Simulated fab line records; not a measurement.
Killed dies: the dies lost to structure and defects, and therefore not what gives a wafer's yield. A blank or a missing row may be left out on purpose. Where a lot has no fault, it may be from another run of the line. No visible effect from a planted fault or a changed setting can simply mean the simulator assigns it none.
Which tool was responsible? | flow sky130 | Sampling: 12 lots, 36 wafers, 3 of 708 route steps

WHAT THE GAUGES READ, wafer by wafer
SKY_CONTACT_BOW_MEAS_05.
lot  | measured     | on            | CONTACT_BOW (um)
L317 | day 30 00:17 | film metro-03 | 86 86 85
L320 | day 32 07:31 | film metro-04 | 88 83 76
L321 | day 32 07:52 | film metro-03 | 82 81 83
L319 | day 32 08:29 | film metro-01 | 90 92 75
L322 | day 32 08:29 | film metro-04 | 91 78 97
L323 | day 32 13:40 | film metro-03 | 80 86 80
L324 | day 32 19:27 | film metro-04 | 87 79 86
L325 | day 32 20:53 | film metro-04 | 75 85 77
L327 | day 33 18:36 | film metro-01 | 79 79 75
L328 | day 34 07:19 | film metro-04 | 91 82 76
L329 | day 34 20:31 | film metro-01 | 79 79 75
L336 | day 36 19:28 | film metro-03 | 73 84 83

SKY_METAL1_CD_MEAS_15 targets a cd of 140 nm.
lot  | measured     | on        | cd nm (nm)
L317 | day 32 10:04 | cd sem-02 | 140.2 140.8 139.9
L320 | day 34 13:07 | cd sem-02 | 140.3 140.9 139.9
L321 | day 34 14:53 | cd sem-02 | 139.8 140.6 139.5
L319 | day 34 15:50 | cd sem-02 | 140.4 141.7 141.3
L322 | day 34 16:11 | cd sem-02 | 141.1 140.8 141.2
L323 | day 34 20:41 | cd sem-02 | 139.5 138.4 138.5
L324 | day 35 02:26 | cd sem-01 | 136.0 137.1 137.3
L325 | day 35 03:34 | cd sem-01 | 140.2 139.5 140.0
L327 | day 36 00:56 | cd sem-01 | 140.5 141.4 141.9
L328 | day 36 13:38 | cd sem-01 | 135.0 139.1 136.8
L329 | day 37 02:05 | cd sem-02 | 140.3 139.9 138.6
L336 | day 38 23:35 | cd sem-02 | 139.3 139.7 138.7

EACH LOT AND THE TOOL THAT RAN IT (in order: tool; ch and the chambers of the sampled wafers; start)
lot  | SKY_METAL1_SPUTTER_02
L317 | pvd sputter-02, day 31 06:21
L320 | pvd sputter-04, day 33 11:04
L321 | pvd sputter-02, day 33 12:11
L319 | pvd sputter-02, day 33 13:02
L322 | pvd sputter-01, day 33 13:07
L323 | pvd sputter-02, day 33 18:19
L324 | pvd sputter-02, day 34 00:07
L325 | pvd sputter-02, day 34 01:01
L327 | pvd sputter-04, day 34 22:43
L328 | pvd sputter-02, day 35 11:26
L329 | pvd sputter-02, day 35 23:49
L336 | pvd sputter-04, day 37 23:04
- SKY_METAL1_SPUTTER_02: material AlCu, target thk 250 nm, time 13.3 s.

WHAT THE TOOLS THEMSELVES READ (means of the sampled wafers that have a number; where no wafer has one, the mark that the record gives instead)
SKY_METAL1_SPUTTER_02.
lot  | tool           | throttle valve pct (%)
L317 | pvd sputter-02 | 30.1
L320 | pvd sputter-04 | 30.8
L321 | pvd sputter-02 | 28.9
L319 | pvd sputter-02 | 29.6
L322 | pvd sputter-01 | 30.1
L323 | pvd sputter-02 | 30.1
L324 | pvd sputter-02 | 29.4
L325 | pvd sputter-02 | 30.5
L327 | pvd sputter-04 | 30.7
L328 | pvd sputter-02 | 29.3
L329 | pvd sputter-02 | 29.5
L336 | pvd sputter-04 | 31.4

THE ANSWER, worked out from the rows above alone
Rule: usual is defined by the lots themselves. The widest of any qualifying gaps counts: lots, ordered by their means at a reading, are off when they make up no more than a third of the lots, leave a main group of 4 or more, and stand apart from it by 3 or more times the standard deviation of that group's means. The tables above print the reading to a certain number of digits; a main group whose means all agree to those digits is not used. A lot without any number at a reading at which 4 lots or more have one is off too. All remaining lots with rows at the step are treated as sound. Order of review: gauges by route order, followed by the tools' own readings, for which a lot's mean as printed above is used. The first step at which some lot is off is used, and at that step the reading that is off furthest; a lot without a number counts as furthest.
None of the lots is off at any reading shown; this tells nothing.

WHAT THE SIMULATOR HAD PUT IN
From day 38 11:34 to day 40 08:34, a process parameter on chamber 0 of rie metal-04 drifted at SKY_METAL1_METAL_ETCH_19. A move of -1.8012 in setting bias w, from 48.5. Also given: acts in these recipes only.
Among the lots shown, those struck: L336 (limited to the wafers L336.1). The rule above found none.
